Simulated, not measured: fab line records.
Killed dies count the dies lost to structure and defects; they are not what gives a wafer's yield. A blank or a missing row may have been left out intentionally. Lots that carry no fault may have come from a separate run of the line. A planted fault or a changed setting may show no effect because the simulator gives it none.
fab line records / flow sky130
record: lots: 5 wafers: 15 last_day: 50
route steps=708 shown SD_P@329 RES_XHIGH@332
lots that met no fault: from a run of the same line without faults
start_h: hours from the record's first day to the start of the lot's first wafer shown / wait_h: hours from the lot's prior step to this one / " unchanged from the row above / L1.1+2: one row covering several wafers at once / - no value present, or no start provided / * or withheld: withheld / < > ~ a bound
route shown NAME@n: NAME is a module with steps in the file, n the number in the route of the first one / usual: the fault-free wafers' mean and standard deviation / same: alike in all rows / chamber/n: place in a boat / sites: per-site readings / _std_site: standard deviation across them / _edge_site: the outer-site mean with the inner-site mean subtracted / radius_mm: how far each site lies from the wafer's centre / mask NAME#n: copy n / behind: the most recent tool/chamber to have shaped the wafer / hold: what put the lot on hold/how long, in hours/how the hold closed / device: names the non-switching transistor (n, p or np) / end of line: the same wafers' tests at the end of the route / where a step has no rows: the recipe by itself / killed: dies lost to structure and defects at the first sort, not the wafer's yield / map: shows each die of a wafer: x if killed, . if not, _ if none is there
set.NAME: the setting the step ran with; set.NAME@STEP: the setting that earlier step ran with / model.NAME: the simulator's own value behind a step, which no gauge read
lots at selected steps of the route; one table per step, one row per wafer
services: from which hour (start_h, from the record's first day; less than 0 if before it) a tool's chamber was out of use, for how many hours, and why
== steps ==
step: SKY_SD_P_IMPLANT_09
recipe: species: BF2 energy_kev: 20 dose_cm2: 3e+15 tilt_deg: 0
lot.wafer=L074.1+2+6 tool=implanter-03 chamber=0 start_h=608.53 wait_h=0.0
lot.wafer=L082.2+3+4 tool=implanter-04 chamber=0 start_h=667.66 wait_h=0.0
lot.wafer=L088.2+4+6 tool=implanter-03 chamber=0 start_h=706.41 wait_h=0.0
lot.wafer=L092.2+3+4 tool=implanter-04 chamber=0 start_h=734.21 wait_h=0.0
lot.wafer=L094.1+3+4 tool=implanter-03 chamber=0 start_h=749.59 wait_h=0.0
step: SKY_SD_P_STRIP_10
recipe: chemistry: O2/N2 power_w: 1400 pressure_mtorr: 1500 platen_temp_c: withheld o2_flow_sccm: 3000 n2_flow_sccm: 300 overash_fraction: 0.5
usual: drypump_motor_current_A: 5.7/0.39 n2_flow_sccm: 300.0/0.92 oes_product_au: 0.617/0.0043 strip_time_to_endpoint_s: 17.49/0.037
lot.wafer=L074.1 tool=plasma_asher-02 chamber=1 start_h=608.68 wait_h=0.1 drypump_motor_current_A=5.4 n2_flow_sccm=301.6 oes_product_au=0.622 rf_hours_counter_h=17 strip_time_to_endpoint_s=17.47
lot.wafer=L074.2 tool=plasma_asher-02 chamber=0 start_h=608.68 wait_h=0.1 drypump_motor_current_A=4.9 n2_flow_sccm=299.6 oes_product_au=0.620 rf_hours_counter_h=17 strip_time_to_endpoint_s=17.52
lot.wafer=L074.6 tool=plasma_asher-02 chamber=1 start_h=608.68 wait_h=0.1 drypump_motor_current_A=5.4 n2_flow_sccm=299.5 oes_product_au=0.613 rf_hours_counter_h=- strip_time_to_endpoint_s=17.49
lot.wafer=L082.2 tool=plasma_asher-04 chamber=1 start_h=667.78 wait_h=0.1 drypump_motor_current_A=6.0 n2_flow_sccm=300.9 oes_product_au=0.625 rf_hours_counter_h=85 strip_time_to_endpoint_s=17.47
lot.wafer=L082.3 tool=plasma_asher-04 chamber=0 start_h=667.78 wait_h=0.1 drypump_motor_current_A=5.7 n2_flow_sccm=299.7 oes_product_au=0.617 rf_hours_counter_h=- strip_time_to_endpoint_s=17.48
lot.wafer=L082.4 tool=plasma_asher-04 chamber=1 start_h=667.78 wait_h=0.1 drypump_motor_current_A=6.0 n2_flow_sccm=301.1 oes_product_au=0.619 rf_hours_counter_h=- strip_time_to_endpoint_s=17.53
lot.wafer=L088.2 tool=plasma_asher-04 chamber=0 start_h=706.53 wait_h=0.1 drypump_motor_current_A=5.7 n2_flow_sccm=300.4 oes_product_au=0.623 rf_hours_counter_h=89 strip_time_to_endpoint_s=17.52
lot.wafer=L088.4 tool=plasma_asher-04 chamber=1 start_h=706.53 wait_h=0.1 drypump_motor_current_A=6.0 n2_flow_sccm=299.5 oes_product_au=0.610 rf_hours_counter_h=- strip_time_to_endpoint_s=17.52
lot.wafer=L088.6 tool=plasma_asher-04 chamber=1 start_h=706.53 wait_h=0.1 drypump_motor_current_A=6.0 n2_flow_sccm=299.7 oes_product_au=0.614 rf_hours_counter_h=- strip_time_to_endpoint_s=17.57
lot.wafer=L092.2 tool=plasma_asher-04 chamber=1 start_h=734.33 wait_h=0.1 drypump_motor_current_A=6.0 n2_flow_sccm=299.3 oes_product_au=0.618 rf_hours_counter_h=91 strip_time_to_endpoint_s=17.60
lot.wafer=L092.3 tool=plasma_asher-04 chamber=1 start_h=734.33 wait_h=0.1 drypump_motor_current_A=6.0 n2_flow_sccm=298.5 oes_product_au=0.621 rf_hours_counter_h=- strip_time_to_endpoint_s=17.49
lot.wafer=L092.4 tool=plasma_asher-04 chamber=0 start_h=734.33 wait_h=0.1 drypump_motor_current_A=5.7 n2_flow_sccm=301.2 oes_product_au=0.614 rf_hours_counter_h=- strip_time_to_endpoint_s=17.51
lot.wafer=L094.1 tool=plasma_asher-02 chamber=0 start_h=749.74 wait_h=0.1 drypump_motor_current_A=4.9 n2_flow_sccm=300.6 oes_product_au=0.610 rf_hours_counter_h=31 strip_time_to_endpoint_s=17.46
lot.wafer=L094.3 tool=plasma_asher-02 chamber=1 start_h=749.74 wait_h=0.1 drypump_motor_current_A=5.4 n2_flow_sccm=298.6 oes_product_au=0.626 rf_hours_counter_h=- strip_time_to_endpoint_s=17.47
lot.wafer=L094.4 tool=plasma_asher-02 chamber=0 start_h=749.74 wait_h=0.1 drypump_motor_current_A=4.9 n2_flow_sccm=297.8 oes_product_au=0.622 rf_hours_counter_h=- strip_time_to_endpoint_s=17.46
step: SKY_SD_P_TW_MEAS_11
usual: SD_P_TW: 2839/15
lot.wafer=L074.1 tool=film_metro-01 chamber=- start_h=608.78 wait_h=0.1 SD_P_TW=2857
lot.wafer=L074.2 tool=film_metro-01 chamber=- start_h=608.78 wait_h=0.1 SD_P_TW=2861
lot.wafer=L074.6 tool=film_metro-01 chamber=- start_h=608.78 wait_h=0.1 SD_P_TW=2884
lot.wafer=L082.2 tool=film_metro-02 chamber=- start_h=667.89 wait_h=0.1 SD_P_TW=2817
lot.wafer=L082.3 tool=film_metro-02 chamber=- start_h=667.89 wait_h=0.1 SD_P_TW=2842
lot.wafer=L082.4 tool=film_metro-02 chamber=- start_h=667.89 wait_h=0.1 SD_P_TW=2840
lot.wafer=L088.2 tool=film_metro-02 chamber=- start_h=706.64 wait_h=0.1 SD_P_TW=2851
lot.wafer=L088.4 tool=film_metro-02 chamber=- start_h=706.64 wait_h=0.1 SD_P_TW=2851
lot.wafer=L088.6 tool=film_metro-02 chamber=- start_h=706.64 wait_h=0.1 SD_P_TW=2839
lot.wafer=L092.2 tool=film_metro-01 chamber=- start_h=734.44 wait_h=0.1 SD_P_TW=2851
lot.wafer=L092.3 tool=film_metro-01 chamber=- start_h=734.44 wait_h=0.1 SD_P_TW=2849
lot.wafer=L092.4 tool=film_metro-01 chamber=- start_h=734.44 wait_h=0.1 SD_P_TW=2852
lot.wafer=L094.1 tool=film_metro-03 chamber=- start_h=749.84 wait_h=0.1 SD_P_TW=2843
lot.wafer=L094.3 tool=film_metro-03 chamber=- start_h=749.84 wait_h=0.1 SD_P_TW=2839
lot.wafer=L094.4 tool=film_metro-03 chamber=- start_h=749.84 wait_h=0.1 SD_P_TW=2830
step: SKY_RES_XHIGH_DEHYDRATE_00
recipe: temp_c: 200 time_s: 60
usual: chill_plate_temp_C: 22.99/0.1 heater_power_total_W: 160.37/0.12 plate_temp_C: 200.00/0.18
lot.wafer=L074.1 tool=litho_track-02 chamber=0 start_h=621.86 wait_h=13.1 chill_plate_temp_C=23.12 heater_power_total_W=160.28 plate_temp_C=200.23
lot.wafer=L074.2 tool=litho_track-02 chamber=0 start_h=621.86 wait_h=13.1 chill_plate_temp_C=23.13 heater_power_total_W=160.33 plate_temp_C=199.91
lot.wafer=L074.6 tool=litho_track-02 chamber=0 start_h=621.86 wait_h=13.1 chill_plate_temp_C=23.04 heater_power_total_W=160.14 plate_temp_C=200.12
lot.wafer=L082.2 tool=litho_track-03 chamber=0 start_h=681.31 wait_h=13.4 chill_plate_temp_C=23.06 heater_power_total_W=160.49 plate_temp_C=199.83
lot.wafer=L082.3 tool=litho_track-03 chamber=0 start_h=681.31 wait_h=13.4 chill_plate_temp_C=23.16 heater_power_total_W=160.48 plate_temp_C=200.00
lot.wafer=L082.4 tool=litho_track-03 chamber=0 start_h=681.31 wait_h=13.4 chill_plate_temp_C=23.06 heater_power_total_W=160.20 plate_temp_C=199.93
lot.wafer=L088.2 tool=litho_track-01 chamber=0 start_h=719.35 wait_h=12.7 chill_plate_temp_C=22.97 heater_power_total_W=160.35 plate_temp_C=200.10
lot.wafer=L088.4 tool=litho_track-01 chamber=0 start_h=719.35 wait_h=12.7 chill_plate_temp_C=22.95 heater_power_total_W=160.30 plate_temp_C=199.93
lot.wafer=L088.6 tool=litho_track-01 chamber=0 start_h=719.35 wait_h=12.7 chill_plate_temp_C=22.89 heater_power_total_W=160.22 plate_temp_C=199.82
lot.wafer=L092.2 tool=litho_track-03 chamber=0 start_h=747.51 wait_h=13.1 chill_plate_temp_C=23.03 heater_power_total_W=160.53 plate_temp_C=200.15
lot.wafer=L092.3 tool=litho_track-03 chamber=0 start_h=747.51 wait_h=13.1 chill_plate_temp_C=22.80 heater_power_total_W=160.39 plate_temp_C=199.88
lot.wafer=L092.4 tool=litho_track-03 chamber=0 start_h=747.51 wait_h=13.1 chill_plate_temp_C=22.94 heater_power_total_W=160.53 plate_temp_C=199.84
lot.wafer=L094.1 tool=litho_track-01 chamber=0 start_h=763.28 wait_h=13.4 chill_plate_temp_C=23.04 heater_power_total_W=160.34 plate_temp_C=199.97
lot.wafer=L094.3 tool=litho_track-01 chamber=0 start_h=763.28 wait_h=13.4 chill_plate_temp_C=23.04 heater_power_total_W=160.49 plate_temp_C=200.08
lot.wafer=L094.4 tool=litho_track-01 chamber=0 start_h=763.28 wait_h=13.4 chill_plate_temp_C=23.00 heater_power_total_W=160.36 plate_temp_C=200.00
step: SKY_RES_XHIGH_HMDS_01
recipe: prime_time_s: 60 prime_temp_c: 120
usual: chill_plate_temp_C: 23.02/0.1
lot.wafer=L074.1 tool=litho_track-02 chamber=0 start_h=622.01 wait_h=0.1 chill_plate_temp_C=23.02
lot.wafer=L074.2 tool=litho_track-02 chamber=0 start_h=622.01 wait_h=0.1 chill_plate_temp_C=23.13
lot.wafer=L074.6 tool=litho_track-02 chamber=0 start_h=622.01 wait_h=0.1 chill_plate_temp_C=23.00
lot.wafer=L082.2 tool=litho_track-03 chamber=0 start_h=681.46 wait_h=0.1 chill_plate_temp_C=22.98
lot.wafer=L082.3 tool=litho_track-03 chamber=0 start_h=681.46 wait_h=0.1 chill_plate_temp_C=23.03
lot.wafer=L082.4 tool=litho_track-03 chamber=0 start_h=681.46 wait_h=0.1 chill_plate_temp_C=22.95
lot.wafer=L088.2 tool=litho_track-01 chamber=0 start_h=719.50 wait_h=0.1 chill_plate_temp_C=23.10
lot.wafer=L088.4 tool=litho_track-01 chamber=0 start_h=719.50 wait_h=0.1 chill_plate_temp_C=22.96
lot.wafer=L088.6 tool=litho_track-01 chamber=0 start_h=719.50 wait_h=0.1 chill_plate_temp_C=22.99
lot.wafer=L092.2 tool=litho_track-03 chamber=0 start_h=747.66 wait_h=0.1 chill_plate_temp_C=23.03
lot.wafer=L092.3 tool=litho_track-03 chamber=0 start_h=747.66 wait_h=0.1 chill_plate_temp_C=23.11
lot.wafer=L092.4 tool=litho_track-03 chamber=0 start_h=747.66 wait_h=0.1 chill_plate_temp_C=23.15
lot.wafer=L094.1 tool=litho_track-01 chamber=0 start_h=763.43 wait_h=0.1 chill_plate_temp_C=22.93
lot.wafer=L094.3 tool=litho_track-01 chamber=0 start_h=763.43 wait_h=0.1 chill_plate_temp_C=22.97
lot.wafer=L094.4 tool=litho_track-01 chamber=0 start_h=763.43 wait_h=0.1 chill_plate_temp_C=22.99
step: SKY_RES_XHIGH_COAT_02
recipe: resist: NOVOLAK spin_rpm: 3000 resist_thk_nm: 1140
usual: chill_plate_temp_C: 23.00/0.1 spin_speed_rpm: 3000.3/1.9
lot.wafer=L074.1 tool=litho_track-02 chamber=0 start_h=622.16 wait_h=0.1 chill_plate_temp_C=23.09 spin_speed_rpm=3004.0
lot.wafer=L074.2 tool=litho_track-02 chamber=0 start_h=622.16 wait_h=0.1 chill_plate_temp_C=23.06 spin_speed_rpm=3002.5
lot.wafer=L074.6 tool=litho_track-02 chamber=0 start_h=622.16 wait_h=0.1 chill_plate_temp_C=23.09 spin_speed_rpm=3002.4
lot.wafer=L082.2 tool=litho_track-03 chamber=0 start_h=681.61 wait_h=0.1 chill_plate_temp_C=22.80 spin_speed_rpm=2998.2
lot.wafer=L082.3 tool=litho_track-03 chamber=0 start_h=681.61 wait_h=0.1 chill_plate_temp_C=22.71 spin_speed_rpm=3002.7
lot.wafer=L082.4 tool=litho_track-03 chamber=0 start_h=681.61 wait_h=0.1 chill_plate_temp_C=22.94 spin_speed_rpm=3001.9
lot.wafer=L088.2 tool=litho_track-01 chamber=0 start_h=719.65 wait_h=0.1 chill_plate_temp_C=22.93 spin_speed_rpm=2997.9
lot.wafer=L088.4 tool=litho_track-01 chamber=0 start_h=719.65 wait_h=0.1 chill_plate_temp_C=22.80 spin_speed_rpm=2999.5
lot.wafer=L088.6 tool=litho_track-01 chamber=0 start_h=719.65 wait_h=0.1 chill_plate_temp_C=22.81 spin_speed_rpm=2997.7
lot.wafer=L092.2 tool=litho_track-03 chamber=0 start_h=747.81 wait_h=0.1 chill_plate_temp_C=22.99 spin_speed_rpm=3002.0
lot.wafer=L092.3 tool=litho_track-03 chamber=0 start_h=747.81 wait_h=0.1 chill_plate_temp_C=23.04 spin_speed_rpm=3002.5
lot.wafer=L092.4 tool=litho_track-03 chamber=0 start_h=747.81 wait_h=0.1 chill_plate_temp_C=23.01 spin_speed_rpm=2999.1
lot.wafer=L094.1 tool=litho_track-01 chamber=0 start_h=763.58 wait_h=0.1 chill_plate_temp_C=23.14 spin_speed_rpm=3001.1
lot.wafer=L094.3 tool=litho_track-01 chamber=0 start_h=763.58 wait_h=0.1 chill_plate_temp_C=23.00 spin_speed_rpm=3001.3
lot.wafer=L094.4 tool=litho_track-01 chamber=0 start_h=763.58 wait_h=0.1 chill_plate_temp_C=23.20 spin_speed_rpm=2998.6
step: SKY_RES_XHIGH_SOFTBAKE_03
recipe: temp_c: 90 time_s: 60 resist: NOVOLAK
usual: chill_plate_temp_C: 22.97/0.097 heater_power_total_W: 56.60/0.046 plate_temp_C: 89.98/0.14
lot.wafer=L074.1 tool=litho_track-02 chamber=0 start_h=622.31 wait_h=0.1 chill_plate_temp_C=22.86 heater_power_total_W=56.60 plate_temp_C=90.08
lot.wafer=L074.2 tool=litho_track-02 chamber=0 start_h=622.31 wait_h=0.1 chill_plate_temp_C=22.98 heater_power_total_W=56.60 plate_temp_C=89.94
lot.wafer=L074.6 tool=litho_track-02 chamber=0 start_h=622.31 wait_h=0.1 chill_plate_temp_C=22.91 heater_power_total_W=56.58 plate_temp_C=90.17
lot.wafer=L082.2 tool=litho_track-03 chamber=0 start_h=681.76 wait_h=0.1 chill_plate_temp_C=22.98 heater_power_total_W=56.58 plate_temp_C=89.84
lot.wafer=L082.3 tool=litho_track-03 chamber=0 start_h=681.76 wait_h=0.1 chill_plate_temp_C=23.06 heater_power_total_W=56.63 plate_temp_C=89.77
lot.wafer=L082.4 tool=litho_track-03 chamber=0 start_h=681.76 wait_h=0.1 chill_plate_temp_C=22.96 heater_power_total_W=56.64 plate_temp_C=89.80
lot.wafer=L088.2 tool=litho_track-01 chamber=0 start_h=719.80 wait_h=0.1 chill_plate_temp_C=22.86 heater_power_total_W=56.60 plate_temp_C=89.95
lot.wafer=L088.4 tool=litho_track-01 chamber=0 start_h=719.80 wait_h=0.1 chill_plate_temp_C=23.06 heater_power_total_W=56.55 plate_temp_C=89.78
lot.wafer=L088.6 tool=litho_track-01 chamber=0 start_h=719.80 wait_h=0.1 chill_plate_temp_C=23.07 heater_power_total_W=56.62 plate_temp_C=89.93
lot.wafer=L092.2 tool=litho_track-03 chamber=0 start_h=747.96 wait_h=0.1 chill_plate_temp_C=23.12 heater_power_total_W=56.69 plate_temp_C=89.99
lot.wafer=L092.3 tool=litho_track-03 chamber=0 start_h=747.96 wait_h=0.1 chill_plate_temp_C=22.92 heater_power_total_W=56.54 plate_temp_C=89.81
lot.wafer=L092.4 tool=litho_track-03 chamber=0 start_h=747.96 wait_h=0.1 chill_plate_temp_C=22.99 heater_power_total_W=56.57 plate_temp_C=89.83
lot.wafer=L094.1 tool=litho_track-01 chamber=0 start_h=763.73 wait_h=0.1 chill_plate_temp_C=22.92 heater_power_total_W=56.57 plate_temp_C=89.72
lot.wafer=L094.3 tool=litho_track-01 chamber=0 start_h=763.73 wait_h=0.1 chill_plate_temp_C=22.92 heater_power_total_W=56.57 plate_temp_C=89.95
lot.wafer=L094.4 tool=litho_track-01 chamber=0 start_h=763.73 wait_h=0.1 chill_plate_temp_C=22.77 heater_power_total_W=56.54 plate_temp_C=89.88
step: SKY_RES_XHIGH_EXPOSE_04
recipe: mask_id: URPM na: 0.6 source_shape: conventional sigma_outer: 0.6 polarization: unpolarized target_cd_nm: 1270 dose_mj: 140
usual: exposure_dose_mJ_cm2: 139.98/0.14
lot.wafer=L074.1 tool=iline_stepper-01 chamber=0 start_h=- wait_h=- mask=URPM#0 exposure_dose_mJ_cm2=140.18
lot.wafer=L074.2 tool=iline_stepper-01 chamber=0 start_h=- wait_h=- mask=URPM#0 exposure_dose_mJ_cm2=140.13
lot.wafer=L074.6 tool=iline_stepper-01 chamber=0 start_h=- wait_h=- mask=URPM#0 exposure_dose_mJ_cm2=139.95
lot.wafer=L082.2 tool=iline_stepper-02 chamber=0 start_h=- wait_h=- mask=URPM#0 exposure_dose_mJ_cm2=140.09
lot.wafer=L082.3 tool=iline_stepper-02 chamber=0 start_h=- wait_h=- mask=URPM#0 exposure_dose_mJ_cm2=140.09
lot.wafer=L082.4 tool=iline_stepper-02 chamber=0 start_h=- wait_h=- mask=URPM#0 exposure_dose_mJ_cm2=139.86
lot.wafer=L088.2 tool=iline_stepper-01 chamber=0 start_h=- wait_h=- mask=URPM#0 exposure_dose_mJ_cm2=139.87
lot.wafer=L088.4 tool=iline_stepper-01 chamber=0 start_h=- wait_h=- mask=URPM#0 exposure_dose_mJ_cm2=139.72
lot.wafer=L088.6 tool=iline_stepper-01 chamber=0 start_h=- wait_h=- mask=URPM#0 exposure_dose_mJ_cm2=139.71
lot.wafer=L092.2 tool=iline_stepper-02 chamber=0 start_h=- wait_h=- mask=URPM#0 exposure_dose_mJ_cm2=140.24
lot.wafer=L092.3 tool=iline_stepper-02 chamber=0 start_h=- wait_h=- mask=URPM#0 exposure_dose_mJ_cm2=140.11
lot.wafer=L092.4 tool=iline_stepper-02 chamber=0 start_h=- wait_h=- mask=URPM#0 exposure_dose_mJ_cm2=139.94
lot.wafer=L094.1 tool=iline_stepper-01 chamber=0 start_h=- wait_h=- mask=URPM#0 exposure_dose_mJ_cm2=140.10
lot.wafer=L094.3 tool=iline_stepper-01 chamber=0 start_h=- wait_h=- mask=URPM#0 exposure_dose_mJ_cm2=140.20
lot.wafer=L094.4 tool=iline_stepper-01 chamber=0 start_h=- wait_h=- mask=URPM#0 exposure_dose_mJ_cm2=140.06
step: SKY_RES_XHIGH_PEB_05
recipe: temp_c: withheld time_s: * resist: NOVOLAK
usual: chill_plate_temp_C: *
lot.wafer=L074.1 tool=litho_track-02 chamber=0 start_h=- wait_h=- chill_plate_temp_C=*
lot.wafer=L074.2 tool=litho_track-02 chamber=0 start_h=- wait_h=- chill_plate_temp_C=*
lot.wafer=L074.6 tool=litho_track-02 chamber=0 start_h=- wait_h=- chill_plate_temp_C=*
lot.wafer=L082.2 tool=litho_track-03 chamber=0 start_h=- wait_h=- chill_plate_temp_C=*
lot.wafer=L082.3 tool=litho_track-03 chamber=0 start_h=- wait_h=- chill_plate_temp_C=*
lot.wafer=L082.4 tool=litho_track-03 chamber=0 start_h=- wait_h=- chill_plate_temp_C=*
lot.wafer=L088.2 tool=litho_track-03 chamber=0 start_h=- wait_h=- chill_plate_temp_C=*
lot.wafer=L088.4 tool=litho_track-03 chamber=0 start_h=- wait_h=- chill_plate_temp_C=*
lot.wafer=L088.6 tool=litho_track-03 chamber=0 start_h=- wait_h=- chill_plate_temp_C=*
lot.wafer=L092.2 tool=litho_track-01 chamber=0 start_h=- wait_h=- chill_plate_temp_C=*
lot.wafer=L092.3 tool=litho_track-01 chamber=0 start_h=- wait_h=- chill_plate_temp_C=*
lot.wafer=L092.4 tool=litho_track-01 chamber=0 start_h=- wait_h=- chill_plate_temp_C=*
lot.wafer=L094.1 tool=litho_track-01 chamber=0 start_h=- wait_h=- chill_plate_temp_C=*
lot.wafer=L094.3 tool=litho_track-01 chamber=0 start_h=- wait_h=- chill_plate_temp_C=*
lot.wafer=L094.4 tool=litho_track-01 chamber=0 start_h=- wait_h=- chill_plate_temp_C=*
step: SKY_RES_XHIGH_DEVELOP_06
recipe: resist: NOVOLAK developer: TMAH develop_time_s: 60 dev_temp_c: 23
usual: chill_plate_temp_C: 23.01/0.12
lot.wafer=L074.1 tool=litho_track-02 chamber=0 start_h=637.01 wait_h=0.1 chill_plate_temp_C=23.12
lot.wafer=L074.2 tool=litho_track-02 chamber=0 start_h=637.01 wait_h=0.1 chill_plate_temp_C=22.98
lot.wafer=L074.6 tool=litho_track-02 chamber=0 start_h=637.01 wait_h=0.1 chill_plate_temp_C=23.04
lot.wafer=L082.2 tool=litho_track-03 chamber=0 start_h=695.71 wait_h=0.1 chill_plate_temp_C=23.07
lot.wafer=L082.3 tool=litho_track-03 chamber=0 start_h=695.71 wait_h=0.1 chill_plate_temp_C=23.04
lot.wafer=L082.4 tool=litho_track-03 chamber=0 start_h=695.71 wait_h=0.1 chill_plate_temp_C=22.91
lot.wafer=L088.2 tool=litho_track-03 chamber=0 start_h=733.31 wait_h=0.1 chill_plate_temp_C=23.07
lot.wafer=L088.4 tool=litho_track-03 chamber=0 start_h=733.31 wait_h=0.1 chill_plate_temp_C=23.04
lot.wafer=L088.6 tool=litho_track-03 chamber=0 start_h=733.31 wait_h=0.1 chill_plate_temp_C=23.07
lot.wafer=L092.2 tool=litho_track-01 chamber=0 start_h=761.70 wait_h=0.1 chill_plate_temp_C=23.08
lot.wafer=L092.3 tool=litho_track-01 chamber=0 start_h=761.70 wait_h=0.1 chill_plate_temp_C=23.01
lot.wafer=L092.4 tool=litho_track-01 chamber=0 start_h=761.70 wait_h=0.1 chill_plate_temp_C=23.02
lot.wafer=L094.1 tool=litho_track-01 chamber=0 start_h=776.83 wait_h=0.1 chill_plate_temp_C=22.80
lot.wafer=L094.3 tool=litho_track-01 chamber=0 start_h=776.83 wait_h=0.1 chill_plate_temp_C=22.78
lot.wafer=L094.4 tool=litho_track-01 chamber=0 start_h=776.83 wait_h=0.1 chill_plate_temp_C=22.99
== services ==
tool=plasma_asher-02 chamber=- start_h=592.44 hours=2.4 kind=repair
tool=implanter-03 chamber=- start_h=592.85 hours=2.5 kind=repair
tool=iline_stepper-01 chamber=- start_h=600.91 hours=2.1 kind=pm
tool=implanter-04 chamber=- start_h=602.23 hours=4.7 kind=repair
tool=iline_stepper-01 chamber=- start_h=602.99 hours=- kind=consumable_replace:lamp
tool=iline_stepper-01 chamber=- start_h=605.43 hours=1.7 kind=pm
tool=iline_stepper-01 chamber=0 start_h=621.76 hours=- kind=calibration
tool=implanter-04 chamber=- start_h=625.78 hours=9.0 kind=repair
tool=iline_stepper-02 chamber=- start_h=665.16 hours=1.3 kind=repair
tool=iline_stepper-01 chamber=- start_h=679.26 hours=10.7 kind=repair
tool=iline_stepper-02 chamber=0 start_h=684.28 hours=- kind=calibration
tool=implanter-04 chamber=- start_h=703.49 hours=2.9 kind=repair
tool=implanter-04 chamber=- start_h=705.29 hours=16.1 kind=repair
tool=iline_stepper-02 chamber=- start_h=721.62 hours=3.1 kind=repair
tool=iline_stepper-02 chamber=- start_h=742.49 hours=1.7 kind=pm
== key ==
fault none
